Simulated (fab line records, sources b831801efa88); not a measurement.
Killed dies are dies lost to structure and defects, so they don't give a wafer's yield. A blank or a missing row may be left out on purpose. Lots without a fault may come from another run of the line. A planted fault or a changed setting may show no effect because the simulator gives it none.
Which tool did it? | flow sky130 | 15 lots, 45 wafers sampled, at 4 steps of a route of 708

WHAT THE GAUGES READ, wafer by wafer
SKY_VT_ADJUST_LVTN_TW_MEAS_21.
lot  | measured     | on            | VT_ADJUST_LVTN_2_TW
L647 | day 7 19:53  | film_metro-02 | 186.6 186.3 186.9
L651 | day 8 20:27  | film_metro-02 | 185.6 187.1 186.8
L652 | day 9 04:49  | film_metro-03 | 185.7 185.6 186.1
L653 | day 9 07:11  | film_metro-04 | 189.1 189.0 189.5
L654 | day 9 18:50  | film_metro-02 | 186.1 186.1 187.1
L658 | day 10 22:29 | film_metro-04 | 188.7 189.0 189.2
L660 | day 11 18:24 | film_metro-03 | 186.7 186.7 187.1
L661 | day 11 20:35 | film_metro-04 | 190.7 191.2 191.4
L662 | day 12 02:03 | film_metro-02 | 187.2 185.8 185.6
L665 | day 12 22:55 | film_metro-02 | 185.7 186.6 187.2
L666 | day 13 08:41 | film_metro-03 | 184.3 184.9 184.7
L667 | day 13 08:58 | film_metro-04 | 187.1 188.3 188.2
L668 | day 13 17:46 | film_metro-02 | 187.2 187.3 186.7
L669 | day 14 01:14 | film_metro-04 | 189.4 188.6 190.1
L670 | day 14 10:28 | film_metro-04 | 189.8 188.8 188.9

SKY_VT_ADJUST_NCORE_OVL_MEAS_08.
lot  | measured     | on         | VT_ADJUST_NCORE_OVL (nm)
L647 | day 8 17:10  | overlay-02 | 0.3 -0.5 -1.1
L651 | day 9 17:45  | overlay-02 | 2.9 1.8 1.6
L652 | day 10 02:30 | overlay-01 | 0.3 2.0 -0.7
L653 | day 10 05:20 | overlay-02 | 0.7 0.6 -1.1
L654 | day 10 16:58 | overlay-01 | -0.9 1.6 -0.5
L658 | day 11 22:17 | overlay-02 | 1.9 0.7 1.2
L660 | day 12 18:10 | overlay-01 | -0.4 2.2 -0.1
L661 | day 12 20:18 | overlay-01 | 1.5 2.5 2.5
L662 | day 13 02:31 | overlay-01 | 0.5 0.6 -2.3
L665 | day 14 00:21 | overlay-02 | 0.6 1.4 -0.1
L666 | day 14 09:42 | overlay-01 | 2.4 3.2 0.5
L667 | day 14 10:14 | overlay-02 | 2.5 1.6 2.0
L668 | day 14 18:27 | overlay-01 | 2.6 1.5 0.9
L669 | day 15 02:38 | overlay-02 | 3.4 3.5 2.7
L670 | day 15 11:33 | overlay-01 | 0.7 -0.8 -1.2

WHICH TOOL RAN EACH LOT (tool, then ch and the chambers of the sampled wafers, then the start)
lot  | SKY_NWELL_STRIP_25                   | SKY_VT_ADJUST_LVTN_PEB_16
L647 | plasma_asher-01 ch 0,1, day 5 10:55  | litho_track-02 ch 0, day 7 19:18
L651 | plasma_asher-01 ch 0,1, day 6 07:47  | litho_track-02 ch 0, day 8 19:53
L652 | plasma_asher-01 ch 0,1, day 6 15:24  | litho_track-04 ch 0, day 9 04:15
L653 | plasma_asher-01 ch 0,1, day 6 16:46  | litho_track-04 ch 0, day 9 06:38
L654 | plasma_asher-01 ch 0,1, day 7 02:45  | litho_track-04 ch 0, day 9 18:17
L658 | plasma_asher-01 ch 0,1, day 8 04:40  | litho_track-02 ch 0, day 10 21:54
L660 | plasma_asher-04 ch 0,1, day 8 20:53  | litho_track-03, day 11 17:50
L661 | plasma_asher-04 ch 0,1, day 9 00:03  | litho_track-03, day 11 20:01
L662 | plasma_asher-03 ch 0,1, day 9 05:45  | litho_track-02, day 12 01:29
L665 | plasma_asher-01 ch 0, day 9 23:42    | litho_track-04 ch 0, day 12 22:20
L666 | plasma_asher-03 ch 0,1, day 10 07:42 | litho_track-03 ch 0, day 13 08:05
L667 | plasma_asher-01 ch 0,1, day 10 08:14 | litho_track-04 ch 0, day 13 08:24
L668 | plasma_asher-01 ch 0,1, day 10 16:22 | litho_track-03 ch 0, day 13 17:13
L669 | plasma_asher-01 ch 0,1, day 10 23:20 | litho_track-02 ch 0, day 14 00:39
L670 | plasma_asher-01 ch 0, day 11 07:03   | litho_track-04 ch 0, day 14 09:54
- SKY_NWELL_STRIP_25: strips in O2/N2.
- SKY_VT_ADJUST_LVTN_PEB_16

WHAT THE TOOLS THEMSELVES READ (means of the sampled wafers that have a number; where no wafer has one, the mark that the record gives instead)
SKY_NWELL_STRIP_25.
lot  | tool            | drypump_motor_current_A (A) | oes_product_au (a.u.) | strip_time_to_endpoint_s (s)
L647 | plasma_asher-01 | 5.5                         | 0.718                 | 36.95
L651 | plasma_asher-01 | 5.5                         | 0.720                 | 37.16
L652 | plasma_asher-01 | 6.0                         | 0.721                 | 36.93
L653 | plasma_asher-01 | 5.6                         | 0.724                 | 36.95
L654 | plasma_asher-01 | 5.5                         | 0.720                 | 36.87
L658 | plasma_asher-01 | 5.6                         | 0.725                 | 36.83
L660 | plasma_asher-04 | 6.3                         | 0.725                 | 36.76
L661 | plasma_asher-04 | 6.3                         | 0.725                 | 36.87
L662 | plasma_asher-03 | 5.7                         | 0.721                 | 36.83
L665 | plasma_asher-01 | 6.5                         | 0.722                 | 36.74
L666 | plasma_asher-03 | 5.6                         | 0.723                 | 36.84
L667 | plasma_asher-01 | 5.6                         | 0.725                 | 36.97
L668 | plasma_asher-01 | 6.1                         | 0.721                 | 36.87
L669 | plasma_asher-01 | 6.1                         | 0.727                 | 36.79
L670 | plasma_asher-01 | 6.5                         | 0.724                 | 36.85

SKY_VT_ADJUST_LVTN_PEB_16.
lot  | tool           | exhaust_pa (Pa)
L647 | litho_track-02 | 43.9
L651 | litho_track-02 | 44.1
L652 | litho_track-04 | 44.3
L653 | litho_track-04 | 43.6
L654 | litho_track-04 | 45.2
L658 | litho_track-02 | 44.9
L660 | litho_track-03 | -
L661 | litho_track-03 | -
L662 | litho_track-02 | -
L665 | litho_track-04 | 45.0
L666 | litho_track-03 | 45.1
L667 | litho_track-04 | 45.4
L668 | litho_track-03 | 46.4
L669 | litho_track-02 | 44.4
L670 | litho_track-04 | 45.5

THE ANSWER, worked out from the rows above alone
Rule: what is usual is taken from the lots themselves. Put in order of their means at a reading, lots are off if they are a third of the lots or fewer, leave a main group of 4 or more, and stand apart from it by a gap of 3 or more times the standard deviation of the main group's means; of several such gaps the widest counts. A main group whose means are all the same, to the digits that the tables above print for the reading, isn't used. A lot without any number at a reading at which 4 lots or more have one is off too. The other lots that the step has rows for count as sound. The gauges are gone through in route order, then the tools' own readings, and for those a lot's mean is taken as printed above. The first step at which some lot is off is used, and at that step the reading that is off furthest; a lot without a number counts as furthest.
Off: L660, L661, L662, at SKY_VT_ADJUST_LVTN_PEB_16 (exhaust_pa). Without a number there: L660, L661, L662. The main group: mean 44.8 Pa, standard deviation 0.76.
A tool fits if, at that step or a process step before it, it ran every lot that is off, and no sound lot after the first of them. None of those tried fits.

WHAT THE SIMULATOR HAD PUT IN
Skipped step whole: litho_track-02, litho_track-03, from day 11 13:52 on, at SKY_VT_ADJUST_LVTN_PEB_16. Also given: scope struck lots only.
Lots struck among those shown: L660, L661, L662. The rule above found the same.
